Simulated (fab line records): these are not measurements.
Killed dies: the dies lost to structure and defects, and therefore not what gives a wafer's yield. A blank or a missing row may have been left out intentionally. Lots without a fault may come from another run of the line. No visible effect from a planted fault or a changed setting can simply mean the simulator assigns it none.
fab line records	flow gf180mcu
record lots=5	wafers=15	last_day=33
route steps=602 shown POLY_GATE@158 HV_LDD@176
lots with no fault: from the same line, run without faults
start_h: start of the lot's first displayed wafer, in hours after the record's first day	wait_h: hours since the lot's step before	" repeats the value in the row above	L1.1+2: a row that stands for several wafers	- no value, or no start given	* or withheld: withheld	< > ~ a bound
route shown NAME@n: a module of which the file shows steps, and the number in the route of the first	usual: mean and standard deviation over wafers with no fault	same: alike in all rows	chamber/n: place in a boat	sites: the reading at each site	_std_site: the values' standard deviation	_edge_site: inner sites' mean taken away from outer sites' mean	radius_mm: for every site, how far away it sits from the centre of the wafer	mask NAME#n: copy n	behind: the last tool/chamber to shape the wafer	hold: why the lot went on hold/how many hours it stayed there/how the hold came to an end	device: whichever transistor did not switch (one of n, p or np)	end of line: the tests these same wafers got at the end of their route	where a step has no rows: the recipe by itself	killed: dies lost to structure and defects at the first sort, not the wafer's yield	map: a wafer's dies, marking killed ones x, the rest . and places with no die _
set.NAME: the setting as run; set.NAME@STEP: as run at that earlier step	model.NAME: the simulator's own value behind a step, which no gauge read
lots seen at some steps along the route; tables by step, rows by wafer
services: from which hour (start_h, from the record's first day; less than 0 if before it) a tool's chamber was out of use, for how many hours, and why
## steps
# step GF_POLY_GATE_THK_MEAS_01
# recipe reads=poly-Si_of_POLY_GATE_CVD_00
# usual POLY_GATE_CVD_00_THK=199.5/2.3
lot.wafer	tool	chamber	start_h	wait_h	POLY_GATE_CVD_00_THK[nm]
L074.1	film_metro-02	-	180.89	0.0	200.9
L074.4	"	-	"	"	199.3
L074.6	"	-	"	"	200.6
L079.2	film_metro-04	-	215.27	0.0	201.3
L079.5	"	-	"	"	200.5
L079.6	"	-	"	"	200.5
L082.1	film_metro-02	-	236.28	0.0	199.5
L082.4	"	-	"	"	198.1
L082.6	"	-	"	"	199.1
L089.2	film_metro-03	-	286.41	0.0	201.3
L089.3	"	-	"	"	202.0
L089.5	"	-	"	"	203.3
L091.2	film_metro-03	-	301.80	0.0	200.3
L091.3	"	-	"	"	200.7
L091.5	"	-	"	"	199.7
# step GF_POLY_GATE_DEHYDRATE_02
# recipe temp_c=200	time_s=60
# usual heater_power_total_W=160.37/0.13
lot.wafer	tool	chamber	start_h	wait_h	heater_power_total_W
L074.1	litho_track-01	0	188.71	7.8	160.22
L074.4	"	0	"	"	160.55
L074.6	"	0	"	"	160.28
L079.2	litho_track-01	0	223.63	8.4	160.29
L079.5	"	0	"	"	160.27
L079.6	"	0	"	"	160.25
L082.1	litho_track-02	0	245.05	8.8	160.46
L082.4	"	0	"	"	160.24
L082.6	"	0	"	"	160.24
L089.2	litho_track-04	0	296.83	10.4	160.29
L089.3	"	0	"	"	160.37
L089.5	"	0	"	"	160.16
L091.2	litho_track-04	0	310.78	9.0	160.21
L091.3	"	0	"	"	160.60
L091.5	"	0	"	"	160.26
# step GF_POLY_GATE_HMDS_03
# recipe prime_time_s=60	prime_temp_c=120
lot.wafer	tool	chamber	start_h	wait_h
L074.1+4+6	litho_track-01	0	188.86	0.1
L079.2+5+6	litho_track-01	0	223.78	0.1
L082.1+4+6	litho_track-02	0	245.20	0.1
L089.2+3+5	litho_track-04	0	296.98	0.1
L091.2+3+5	litho_track-04	0	310.93	0.1
# step GF_POLY_GATE_COAT_04
# recipe resist=BARC	temp_c=withheld	time_s=withheld	spin_rpm=withheld	resist_thk_nm=withheld
lot.wafer	tool	chamber	start_h	wait_h
L074.1+4+6	litho_track-01	0	189.01	0.1
L079.2+5+6	litho_track-01	0	223.93	0.1
L082.1+4+6	litho_track-02	0	245.35	0.1
L089.2+3+5	litho_track-04	0	297.13	0.1
L091.2+3+5	litho_track-04	0	311.08	0.1
# step GF_POLY_GATE_COAT_05
# recipe resist=KrF	spin_rpm=withheld	resist_thk_nm=700
lot.wafer	tool	chamber	start_h	wait_h
L074.1+4+6	litho_track-01	0	-	-
L079.2+5+6	litho_track-01	0	-	-
L082.1+4+6	litho_track-02	0	-	-
L089.2+3+5	litho_track-04	0	-	-
L091.2+3+5	litho_track-04	0	-	-
# step GF_POLY_GATE_SOFTBAKE_06
# recipe temp_c=130	time_s=60	resist=KrF
# usual heater_power_total_W=93.06/0.06
lot.wafer	tool	chamber	start_h	wait_h	heater_power_total_W
L074.1	litho_track-01	0	-	-	92.97
L074.4	"	0	"	"	93.01
L074.6	"	0	"	"	93.10
L079.2	litho_track-01	0	-	-	93.10
L079.5	"	0	"	"	93.07
L079.6	"	0	"	"	93.07
L082.1	litho_track-02	0	-	-	93.03
L082.4	"	0	"	"	93.00
L082.6	"	0	"	"	92.89
L089.2	litho_track-04	0	-	-	93.15
L089.3	"	0	"	"	93.00
L089.5	"	0	"	"	93.06
L091.2	litho_track-04	0	-	-	93.15
L091.3	"	0	"	"	93.06
L091.5	"	0	"	"	93.10
# step GF_POLY_GATE_EXPOSE_07
# recipe mask_id=Poly2	target_cd_nm=280	na=0.68	source_shape=conventional	sigma_outer=0.6	dose_mj=28
# usual stage_vel_mm_s=500.05/0.25
# same na=0.68
lot.wafer	tool	chamber	start_h	wait_h	mask	stage_vel_mm_s
L074.1	krf_scanner-01	0	-	-	Poly2#0	500.19
L074.4	"	0	"	"	Poly2#0	499.68
L074.6	"	0	"	"	Poly2#0	500.21
L079.2	krf_scanner-02	0	-	-	Poly2#0	500.49
L079.5	"	0	"	"	Poly2#0	500.03
L079.6	"	0	"	"	Poly2#0	500.28
L082.1	krf_scanner-02	0	-	-	Poly2#0	500.34
L082.4	"	0	"	"	Poly2#0	500.55
L082.6	"	0	"	"	Poly2#0	500.52
L089.2	krf_scanner-02	0	-	-	Poly2#0	500.21
L089.3	"	0	"	"	Poly2#0	499.77
L089.5	"	0	"	"	Poly2#0	499.76
L091.2	krf_scanner-01	0	-	-	Poly2#0	499.65
L091.3	"	0	"	"	Poly2#0	499.84
L091.5	"	0	"	"	Poly2#0	500.07
# step GF_POLY_GATE_PEB_08
# recipe peb_temp_c=135	peb_time_s=90	resist=KrF
# usual heater_power_total_W=85.70/0.093
lot.wafer	tool	chamber	start_h	wait_h	heater_power_total_W
L074.1	litho_track-01	0	-	-	85.58
L074.4	"	0	"	"	85.69
L074.6	"	0	"	"	85.55
L079.2	litho_track-02	0	-	-	85.66
L079.5	"	0	"	"	85.81
L079.6	"	0	"	"	85.57
L082.1	litho_track-04	0	-	-	85.74
L082.4	"	0	"	"	85.55
L082.6	"	0	"	"	85.70
L089.2	litho_track-01	0	-	-	85.58
L089.3	"	0	"	"	85.80
L089.5	"	0	"	"	85.59
L091.2	litho_track-01	0	-	-	85.64
L091.3	"	0	"	"	85.64
L091.5	"	0	"	"	85.82
# step GF_POLY_GATE_DEVELOP_09
# recipe develop_time_s=60	resist=KrF	dev_temp_c=21
lot.wafer	tool	chamber	start_h	wait_h
L074.1+4+6	litho_track-01	0	198.21	0.2
L079.2+5+6	litho_track-02	0	232.93	0.2
L082.1+4+6	litho_track-04	0	254.45	0.2
L089.2+3+5	litho_track-01	0	306.63	0.2
L091.2+3+5	litho_track-01	0	322.13	0.2
# step GF_POLY_GATE_CD_MEAS_10
# recipe target_cd_nm=280
# usual cd_nm=280.1/1.1
lot.wafer	tool	chamber	start_h	wait_h	cd_nm
L074.1	cd_sem-02	-	198.36	0.1	278.6
L074.4	"	-	"	"	279.5
L074.6	"	-	"	"	280.6
L079.2	cd_sem-01	-	233.07	0.1	280.0
L079.5	"	-	"	"	279.3
L079.6	"	-	"	"	278.6
L082.1	cd_sem-01	-	254.60	0.1	278.3
L082.4	"	-	"	"	277.9
L082.6	"	-	"	"	278.3
L089.2	cd_sem-01	-	306.77	0.1	280.1
L089.3	"	-	"	"	280.0
L089.5	"	-	"	"	279.7
L091.2	cd_sem-01	-	322.27	0.1	279.3
L091.3	"	-	"	"	278.8
L091.5	"	-	"	"	279.2
# step GF_POLY_GATE_OVL_MEAS_11
# usual POLY_GATE_OVL=4/5.7
lot.wafer	tool	chamber	start_h	wait_h	POLY_GATE_OVL[nm]
L074.1	overlay-02	-	198.48	0.1	-9
L074.4	"	-	"	"	-1
L074.6	"	-	"	"	3
L079.2	overlay-02	-	233.18	0.1	-2
L079.5	"	-	"	"	7
L079.6	"	-	"	"	8
L082.1	overlay-02	-	254.72	0.1	1
L082.4	"	-	"	"	-9
L082.6	"	-	"	"	-2
L089.2	overlay-01	-	306.88	0.1	-4
L089.3	"	-	"	"	-4
L089.5	"	-	"	"	-3
L091.2	overlay-02	-	322.38	0.1	5
L091.3	"	-	"	"	3
L091.5	"	-	"	"	4
# step GF_POLY_GATE_ETCH_12
# recipe chemistry=N2/H2	target_depth_a=withheld	overetch_a=withheld	time_s=withheld	target=BARC	ion_energy_ev=200	source_w=500	bias_w=100	pressure_mtorr=30	n2_flow_sccm=100	h2_flow_sccm=200
# usual drypump_motor_current_A=5.7/0.56	n2_flow_sccm=100.00/0.29	oes_product_au=0.735/0.0047	throttle_valve_pct=13.215/0.0085
lot.wafer	tool	chamber	start_h	wait_h	drypump_motor_current_A	n2_flow_sccm	oes_product_au	throttle_valve_pct
L074.1	rie_diel-01	0	198.51	0.0	5.3	100.33	0.743	13.216
L074.4	"	0	"	"	5.3	100.33	0.734	13.220
L074.6	"	1	"	"	5.6	99.94	0.730	13.201
L079.2	rie_diel-04	3	233.21	0.0	4.6	100.19	0.726	13.222
L079.5	"	1	"	"	6.1	99.63	0.738	13.226
L079.6	"	2	"	"	6.5	100.36	0.735	13.217
L082.1	rie_diel-01	0	254.76	0.0	5.3	100.34	0.738	13.197
L082.4	"	3	"	"	5.8	99.78	0.739	13.225
L082.6	"	3	"	"	5.8	99.78	0.736	13.211
L089.2	rie_diel-01	1	306.91	0.0	5.6	99.69	0.733	13.221
L089.3	"	0	"	"	5.3	100.48	0.733	13.220
L089.5	"	2	"	"	5.0	100.23	0.732	13.225
L091.2	rie_diel-01	3	322.41	0.0	5.8	99.83	0.732	13.225
L091.3	"	0	"	"	5.3	99.42	0.724	13.220
L091.5	"	1	"	"	5.6	99.75	0.737	13.224
# step GF_POLY_GATE_ETCH_13
# recipe target=poly-Si	target_depth_nm=198.5	stop_on=SiO2	over_etch_frac=0.403	chemistry=HBr/Cl2	icp_w=400	bias_w=101.3	pressure_mtorr=10	HBr_flow_sccm=150	Cl2_flow_sccm=50	time_s=69.6
# usual drypump_motor_current_A=5.8/0.53	oes_product_au=0.988/0.0084	throttle_valve_pct=33.684/0.0087
lot.wafer	tool	chamber	start_h	wait_h	drypump_motor_current_A	oes_product_au	rf_hours_counter_h	throttle_valve_pct
L074.1	rie_si-01	3	198.56	-	5.5	0.992	1	33.676
L074.4	"	1	"	"	5.3	0.987	21	33.678
L074.6	"	3	"	"	5.4	0.987	-	33.684
L079.2	rie_si-01	0	233.26	-	6.2	0.983	0	33.695
L079.5	"	0	"	"	6.2	0.977	-	33.684
L079.6	"	3	"	"	5.4	0.995	-	33.686
L082.1	rie_si-02	2	254.81	-	4.9	0.994	21	33.683
L082.4	"	1	"	"	6.6	0.974	2	33.686
L082.6	"	0	"	"	6.4	0.989	-	33.674
L089.2	rie_si-01	3	306.96	-	5.5	0.992	2	33.672
L089.3	"	2	"	"	6.2	1.007	16	33.678
L089.5	"	3	"	"	5.4	0.996	-	33.682
L091.2	rie_si-02	1	322.46	-	6.6	0.994	3	33.675
L091.3	"	2	"	"	4.9	1.000	22	33.678
L091.5	"	0	"	"	6.4	0.994	-	33.676
# step GF_POLY_GATE_STRIP_14
# recipe chemistry=O2/N2	power_w=1400	pressure_mtorr=1500	platen_temp_c=250	o2_flow_sccm=3000	n2_flow_sccm=300	overash_fraction=0.5
# usual drypump_motor_current_A=5.7/0.45	heater_power_w=326/43	n2_flow_sccm=299.9/0.98	oes_product_au=0.504/0.0047
lot.wafer	tool	chamber	start_h	wait_h	drypump_motor_current_A	heater_power_w	n2_flow_sccm	oes_product_au	rf_hours_counter_h
L074.1	plasma_asher-03	0	198.62	0.0	6.0	286	301.5	0.506	59
L074.4	"	0	"	"	6.0	290	301.7	0.508	-
L074.6	"	1	"	"	5.1	386	300.8	0.500	-
L079.2	plasma_asher-01	1	233.31	0.0	5.8	274	300.0	0.507	51
L079.5	"	0	"	"	6.2	381	300.2	0.507	-
L079.6	"	1	"	"	5.9	283	299.6	0.503	-
L082.1	plasma_asher-02	0	254.87	0.0	5.0	301	299.9	0.504	14
L082.4	"	1	"	"	5.8	333	300.2	0.505	-
L082.6	"	1	"	"	5.9	333	300.9	0.508	-
L089.2	plasma_asher-01	0	307.02	0.0	6.2	387	300.0	0.504	59
L089.3	"	1	"	"	5.8	280	299.7	0.499	-
L089.5	"	0	"	"	6.2	391	299.5	0.519	-
L091.2	plasma_asher-02	1	322.52	0.0	5.8	327	299.7	0.504	20
L091.3	"	1	"	"	5.8	327	300.4	0.503	-
L091.5	"	0	"	"	5.0	300	299.6	0.503	-
# step GF_POLY_GATE_CLEAN_15
# recipe chemistry=SC1/SC2	mix=1:4:20	temp_c=70	time_s=150	dry=n2_spin
lot.wafer	tool	chamber	start_h	wait_h
L074.1+4+6	wet_bench-04	3	198.72	0.1
L079.2+5+6	wet_bench-04	3	233.41	0.1
L082.1+4+6	wet_bench-01	1	254.97	0.1
L089.2+3+5	wet_bench-01	3	307.12	0.1
L091.2+3+5	wet_bench-04	0	322.62	0.1
# step GF_POLY_GATE_OXIDATION_16
# recipe temp_c=850	ambient=O2	stabilise_s=600	purge_s=300	target_thk_a=40	ox_time_s=899
# usual spike_tc_bottom_C=872.2/0.97	spike_tc_top_C=863.2/1.3	tube_center_temp_C_max=852.2/0.41	zone_power_upper_pct=16.5/2.5
lot.wafer	tool	chamber	start_h	wait_h	spike_tc_bottom_C	spike_tc_top_C	tube_center_temp_C_max	zone_power_upper_pct
L074.1	furnace-02	0	199.73	1.0	872.0	864.6	852.9	19.1
L074.4	"	0	"	"	870.8	863.5	852.2	19.3
L074.6	"	0	"	"	872.7	863.1	851.9	18.9
L079.2	furnace-01	0	233.46	0.0	872.7	862.1	851.9	14.0
L079.5	"	0	"	"	872.6	862.3	852.4	14.3
L079.6	"	0	"	"	871.6	862.1	852.3	14.0
L082.1	furnace-01	0	257.15	2.1	873.0	862.1	852.3	14.3
L082.4	"	0	"	"	873.4	860.0	851.8	14.2
L082.6	"	0	"	"	870.6	864.6	852.4	13.9
L089.2	furnace-02	0	308.08	0.9	871.0	863.7	852.5	19.0
L089.3	"	0	"	"	873.0	863.3	852.7	19.0
L089.5	"	0	"	"	872.2	862.1	852.6	19.5
L091.2	furnace-01	0	323.16	0.5	872.5	862.7	851.7	13.8
L091.3	"	0	"	"	873.1	861.5	852.6	14.1
L091.5	"	0	"	"	870.7	861.2	852.3	14.0
# step GF_POLY_GATE_THK_MEAS_17
# recipe reads=SiO2_of_POLY_GATE_OXIDATION_16
# usual POLY_GATE_OXIDATION_THK=4.00/0.075
lot.wafer	tool	chamber	start_h	wait_h	POLY_GATE_OXIDATION_THK[nm]
L074.1	film_metro-03	-	200.98	0.0	4.14
L074.4	"	-	"	"	4.10
L074.6	"	-	"	"	4.06
L079.2	film_metro-04	-	234.72	0.0	4.11
L079.5	"	-	"	"	4.04
L079.6	"	-	"	"	3.97
L082.1	film_metro-04	-	258.40	0.0	4.09
L082.4	"	-	"	"	4.01
L082.6	"	-	"	"	4.01
L089.2	film_metro-04	-	309.34	0.0	3.96
L089.3	"	-	"	"	3.90
L089.5	"	-	"	"	4.04
L091.2	film_metro-03	-	324.42	0.0	4.07
L091.3	"	-	"	"	4.03
L091.5	"	-	"	"	3.90
# step GF_POLY_GATE_CD_MEAS_18
# usual cd_nm=280.1/1.9
lot.wafer	tool	chamber	start_h	wait_h	cd_nm
L074.1	cd_sem-02	-	201.04	0.1	281.0
L074.4	"	-	"	"	282.0
L074.6	"	-	"	"	281.2
L079.2	cd_sem-02	-	234.80	0.1	278.6
L079.5	"	-	"	"	277.2
L079.6	"	-	"	"	278.1
L082.1	cd_sem-02	-	258.46	0.1	278.9
L082.4	"	-	"	"	275.9
L082.6	"	-	"	"	279.3
L089.2	cd_sem-01	-	309.41	0.1	281.5
L089.3	"	-	"	"	280.2
L089.5	"	-	"	"	278.2
L091.2	cd_sem-01	-	324.50	0.1	278.3
L091.3	"	-	"	"	278.2
L091.5	"	-	"	"	281.7
# step GF_HV_LDD_DEHYDRATE_00
# recipe temp_c=200	time_s=60
# usual heater_power_total_W=160.37/0.13
lot.wafer	tool	chamber	start_h	wait_h	heater_power_total_W
L074.1	litho_track-04	0	209.21	8.1	160.26
L074.4	"	0	"	"	160.43
L074.6	"	0	"	"	160.53
L079.2	litho_track-01	0	243.78	8.9	160.60
L079.5	"	0	"	"	160.49
L079.6	"	0	"	"	160.27
L082.1	litho_track-04	0	266.60	8.1	160.47
L082.4	"	0	"	"	160.43
L082.6	"	0	"	"	160.28
L089.2	litho_track-01	0	320.08	10.6	160.63
L089.3	"	0	"	"	160.50
L089.5	"	0	"	"	160.18
L091.2	litho_track-03	0	333.89	9.4	160.41
L091.3	"	0	"	"	160.32
L091.5	"	0	"	"	160.23
# step GF_HV_LDD_HMDS_01
# recipe prime_time_s=60	prime_temp_c=120
lot.wafer	tool	chamber	start_h	wait_h
L074.1+4+6	litho_track-04	0	209.36	0.1
L079.2+5+6	litho_track-01	0	243.93	0.1
L082.1+4+6	litho_track-04	0	266.75	0.1
L089.2+3+5	litho_track-01	0	320.23	0.1
L091.2+3+5	litho_track-03	0	334.04	0.1
# step GF_HV_LDD_COAT_02
# recipe resist=NOVOLAK	spin_rpm=3000	resist_thk_nm=1000
lot.wafer	tool	chamber	start_h	wait_h
L074.1+4+6	litho_track-04	0	209.51	0.1
L079.2+5+6	litho_track-01	0	244.08	0.1
L082.1+4+6	litho_track-04	0	266.90	0.1
L089.2+3+5	litho_track-01	0	320.38	0.1
L091.2+3+5	litho_track-03	0	334.19	0.1
# step GF_HV_LDD_SOFTBAKE_03
# recipe temp_c=90	time_s=60	resist=NOVOLAK
# usual heater_power_total_W=56.59/0.048
lot.wafer	tool	chamber	start_h	wait_h	heater_power_total_W
L074.1	litho_track-04	0	209.66	0.1	56.48
L074.4	"	0	"	"	56.58
L074.6	"	0	"	"	56.61
L079.2	litho_track-01	0	244.23	0.1	56.64
L079.5	"	0	"	"	56.59
L079.6	"	0	"	"	56.67
L082.1	litho_track-04	0	267.05	0.1	56.62
L082.4	"	0	"	"	56.58
L082.6	"	0	"	"	56.53
L089.2	litho_track-01	0	320.53	0.1	56.60
L089.3	"	0	"	"	56.67
L089.5	"	0	"	"	56.62
L091.2	litho_track-03	0	334.34	0.1	56.61
L091.3	"	0	"	"	56.61
L091.5	"	0	"	"	56.61
# step GF_HV_LDD_EXPOSE_04
# recipe mask_id=Nplus_LV_AREA	target_cd_nm=400	na=0.6	source_shape=conventional	sigma_outer=0.6	dose_mj=140
# usual stage_vel_mm_s=500.03/0.24
# same na=0.6
lot.wafer	tool	chamber	start_h	wait_h	mask	stage_vel_mm_s
L074.1	iline_stepper-01	0	-	-	Nplus_LV_AREA#0	499.96
L074.4	"	0	"	"	Nplus_LV_AREA#0	500.26
L074.6	"	0	"	"	Nplus_LV_AREA#0	500.11
L079.2	iline_stepper-02	0	-	-	Nplus_LV_AREA#0	500.06
L079.5	"	0	"	"	Nplus_LV_AREA#0	500.13
L079.6	"	0	"	"	Nplus_LV_AREA#0	500.03
L082.1	iline_stepper-02	0	-	-	Nplus_LV_AREA#0	500.07
L082.4	"	0	"	"	Nplus_LV_AREA#0	500.01
L082.6	"	0	"	"	Nplus_LV_AREA#0	500.00
L089.2	iline_stepper-02	0	-	-	Nplus_LV_AREA#0	499.84
L089.3	"	0	"	"	Nplus_LV_AREA#0	499.95
L089.5	"	0	"	"	Nplus_LV_AREA#0	500.19
L091.2	iline_stepper-01	0	-	-	Nplus_LV_AREA#0	500.35
L091.3	"	0	"	"	Nplus_LV_AREA#0	499.72
L091.5	"	0	"	"	Nplus_LV_AREA#0	499.87
# step GF_HV_LDD_PEB_05
# recipe temp_c=withheld	time_s=*	resist=NOVOLAK
lot.wafer	tool	chamber	start_h	wait_h
L074.1+4+6	litho_track-01	0	-	-
L079.2+5+6	litho_track-01	0	-	-
L082.1+4+6	litho_track-03	0	-	-
L089.2+3+5	litho_track-01	0	-	-
L091.2+3+5	litho_track-03	0	-	-
# step GF_HV_LDD_DEVELOP_06
# recipe develop_time_s=60	dev_temp_c=24.07
lot.wafer	tool	chamber	start_h	wait_h
L074.1+4+6	litho_track-01	0	218.51	0.1
L079.2+5+6	litho_track-01	0	253.18	0.1
L082.1+4+6	litho_track-03	0	283.07	0.1
L089.2+3+5	litho_track-01	0	329.93	0.1
L091.2+3+5	litho_track-03	0	345.29	0.1
# step GF_HV_LDD_CD_MEAS_07
# recipe target_cd_nm=400
# usual cd_nm=399.6/2
lot.wafer	tool	chamber	start_h	wait_h	cd_nm
L074.1	cd_sem-01	-	218.66	0.1	397.8
L074.4	"	-	"	"	397.9
L074.6	"	-	"	"	399.2
L079.2	cd_sem-02	-	253.33	0.1	399.8
L079.5	"	-	"	"	404.0
L079.6	"	-	"	"	401.6
L082.1	cd_sem-01	-	283.32	0.2	402.3
L082.4	"	-	"	"	400.4
L082.6	"	-	"	"	400.0
L089.2	cd_sem-01	-	330.07	0.1	398.1
L089.3	"	-	"	"	398.1
L089.5	"	-	"	"	398.2
L091.2	cd_sem-01	-	345.44	0.1	399.9
L091.3	"	-	"	"	402.7
L091.5	"	-	"	"	397.8
# step GF_HV_LDD_OVL_MEAS_08
# usual HV_LDD_OVL=-1.5/1.6
lot.wafer	tool	chamber	start_h	wait_h	HV_LDD_OVL[nm]
L074.1	overlay-02	-	218.78	0.1	-4.2
L074.4	"	-	"	"	-1.9
L074.6	"	-	"	"	-3.9
L079.2	overlay-01	-	253.43	0.1	-1.9
L079.5	"	-	"	"	-2.1
L079.6	"	-	"	"	0.4
L082.1	overlay-01	-	283.44	0.1	0.7
L082.4	"	-	"	"	-0.2
L082.6	"	-	"	"	-0.5
L089.2	overlay-02	-	330.18	0.1	-2.1
L089.3	"	-	"	"	-2.4
L089.5	"	-	"	"	-2.0
L091.2	overlay-01	-	345.54	0.1	-2.4
L091.3	"	-	"	"	-3.6
L091.5	"	-	"	"	-3.6
# step GF_HV_LDD_IMPLANT_09
# recipe species=As	energy_kev=40	dose_cm2=1e+14	tilt_deg=7
lot.wafer	tool	chamber	start_h	wait_h
L074.1+4+6	implanter-01	0	218.81	0.0
L079.2+5+6	implanter-03	0	253.49	0.0
L082.1+4+6	implanter-01	0	283.48	0.0
L089.2+3+5	implanter-01	0	330.23	0.0
L091.2+3+5	implanter-03	0	345.60	0.0
# step GF_HV_LDD_STRIP_10
# recipe chemistry=O2/N2	power_w=1400	pressure_mtorr=1500	platen_temp_c=250	o2_flow_sccm=3000	n2_flow_sccm=300	overash_fraction=0.5
# usual drypump_motor_current_A=6.0/0.47	heater_power_w=335/43	n2_flow_sccm=299.9/0.95	oes_product_au=0.716/0.0044	strip_time_to_endpoint_s=12.63/0.043
lot.wafer	tool	chamber	start_h	wait_h	drypump_motor_current_A	heater_power_w	n2_flow_sccm	oes_product_au	rf_hours_counter_h	strip_time_to_endpoint_s
L074.1	plasma_asher-03	1	218.96	0.1	5.1	366	298.3	0.717	62	12.62
L074.4	"	0	"	"	6.0	287	300.2	0.720	-	12.58
L074.6	"	1	"	"	5.0	371	299.6	0.715	-	12.61
L079.2	plasma_asher-01	0	253.61	0.1	6.2	389	300.3	0.721	53	12.68
L079.5	"	0	"	"	6.2	374	299.7	0.719	-	12.71
L079.6	"	1	"	"	5.8	279	298.1	0.716	-	12.68
L082.1	plasma_asher-04	0	283.63	0.1	6.3	316	300.4	0.715	51	12.62
L082.4	"	0	"	"	6.2	314	299.5	0.715	-	12.58
L082.6	"	1	"	"	6.6	349	298.8	0.721	-	12.61
L089.2	plasma_asher-04	1	330.36	0.1	6.6	358	301.3	0.712	56	12.65
L089.3	"	0	"	"	6.2	322	298.9	0.708	-	12.64
L089.5	"	1	"	"	6.6	366	301.3	0.711	-	12.61
L091.2	plasma_asher-04	0	345.72	0.1	6.2	323	302.1	0.724	57	12.68
L091.3	"	0	"	"	6.2	323	301.1	0.718	-	12.65
L091.5	"	0	"	"	6.2	321	301.5	0.712	-	12.64
# step GF_HV_LDD_TW_MEAS_11
# usual HV_LDD_TW=2389/24
lot.wafer	tool	chamber	start_h	wait_h	HV_LDD_TW
L074.1	film_metro-01	-	219.06	0.1	2400
L074.4	"	-	"	"	2418
L074.6	"	-	"	"	2415
L079.2	film_metro-04	-	253.72	0.1	2432
L079.5	"	-	"	"	2420
L079.6	"	-	"	"	2435
L082.1	film_metro-02	-	283.73	0.1	2370
L082.4	"	-	"	"	2381
L082.6	"	-	"	"	2372
L089.2	film_metro-04	-	330.47	0.1	2420
L089.3	"	-	"	"	2423
L089.5	"	-	"	"	2416
L091.2	film_metro-02	-	345.83	0.1	2378
L091.3	"	-	"	"	2359
L091.5	"	-	"	"	2363
# step GF_HV_LDD_DEHYDRATE_12
# recipe temp_c=200	time_s=60
# usual heater_power_total_W=160.38/0.12
lot.wafer	tool	chamber	start_h	wait_h	heater_power_total_W
L074.1	litho_track-03	0	227.32	8.2	160.25
L074.4	"	0	"	"	160.23
L074.6	"	0	"	"	160.44
L079.2	litho_track-04	0	262.93	9.2	160.39
L079.5	"	0	"	"	160.53
L079.6	"	0	"	"	160.40
L082.1	litho_track-01	0	293.45	9.7	160.20
L082.4	"	0	"	"	160.13
L082.6	"	0	"	"	160.29
L089.2	litho_track-01	0	341.18	10.7	160.25
L089.3	"	0	"	"	160.50
L089.5	"	0	"	"	160.24
L091.2	litho_track-04	0	355.73	9.9	160.43
L091.3	"	0	"	"	160.43
L091.5	"	0	"	"	160.44
# step GF_HV_LDD_HMDS_13
# recipe prime_time_s=60	prime_temp_c=120
lot.wafer	tool	chamber	start_h	wait_h
L074.1+4+6	litho_track-03	0	227.47	0.1
L079.2+5+6	litho_track-04	0	263.08	0.1
L082.1+4+6	litho_track-01	0	293.60	0.1
L089.2+3+5	litho_track-01	0	341.33	0.1
L091.2+3+5	litho_track-04	0	355.88	0.1
# step GF_HV_LDD_COAT_14
# recipe resist=NOVOLAK	spin_rpm=3000	resist_thk_nm=1000
lot.wafer	tool	chamber	start_h	wait_h
L074.1+4+6	litho_track-03	0	227.62	0.1
L079.2+5+6	litho_track-04	0	263.23	0.1
L082.1+4+6	litho_track-01	0	293.75	0.1
L089.2+3+5	litho_track-01	0	341.48	0.1
L091.2+3+5	litho_track-04	0	356.03	0.1
# step GF_HV_LDD_SOFTBAKE_15
# recipe temp_c=90	time_s=60	resist=NOVOLAK
# usual heater_power_total_W=56.60/0.045
lot.wafer	tool	chamber	start_h	wait_h	heater_power_total_W
L074.1	litho_track-03	0	227.77	0.1	56.62
L074.4	"	0	"	"	56.63
L074.6	"	0	"	"	56.55
L079.2	litho_track-04	0	263.38	0.1	56.59
L079.5	"	0	"	"	56.61
L079.6	"	0	"	"	56.68
L082.1	litho_track-01	0	293.90	0.1	56.67
L082.4	"	0	"	"	56.63
L082.6	"	0	"	"	56.58
L089.2	litho_track-01	0	341.63	0.1	56.57
L089.3	"	0	"	"	56.51
L089.5	"	0	"	"	56.58
L091.2	litho_track-04	0	356.18	0.1	56.58
L091.3	"	0	"	"	56.57
L091.5	"	0	"	"	56.53
## services
tool	chamber	start_h	hours	kind
implanter-03	-	165.48	6.2	repair
furnace-01	-	186.79	4.2	pm
iline_stepper-02	-	189.87	7.6	repair
plasma_asher-04	-	194.47	1.8	repair
rie_diel-01	3	196.87	12.9	repair
krf_scanner-02	-	197.19	4.0	pm
krf_scanner-02	-	203.81	4.4	pm
iline_stepper-02	-	214.94	1.7	pm
plasma_asher-01	-	215.44	5.7	repair
krf_scanner-02	-	218.36	1.0	pm
rie_si-01	-	245.65	0.3	repair
rie_diel-01	0	247.93	6.4	repair
furnace-01	-	248.27	7.3	pm
plasma_asher-04	-	252.45	1.4	repair
iline_stepper-02	-	256.71	12.2	repair
krf_scanner-02	-	273.97	0.8	pm
krf_scanner-02	-	280.52	0.8	pm
krf_scanner-02	-	287.83	1.3	pm
implanter-01	-	292.17	2.1	repair
implanter-01	-	293.48	5.3	repair
implanter-01	-	304.11	3.5	pm
krf_scanner-02	-	308.81	3.6	pm
krf_scanner-02	-	325.17	0.3	repair
furnace-01	-	354.57	3.9	pm
## key
fault none
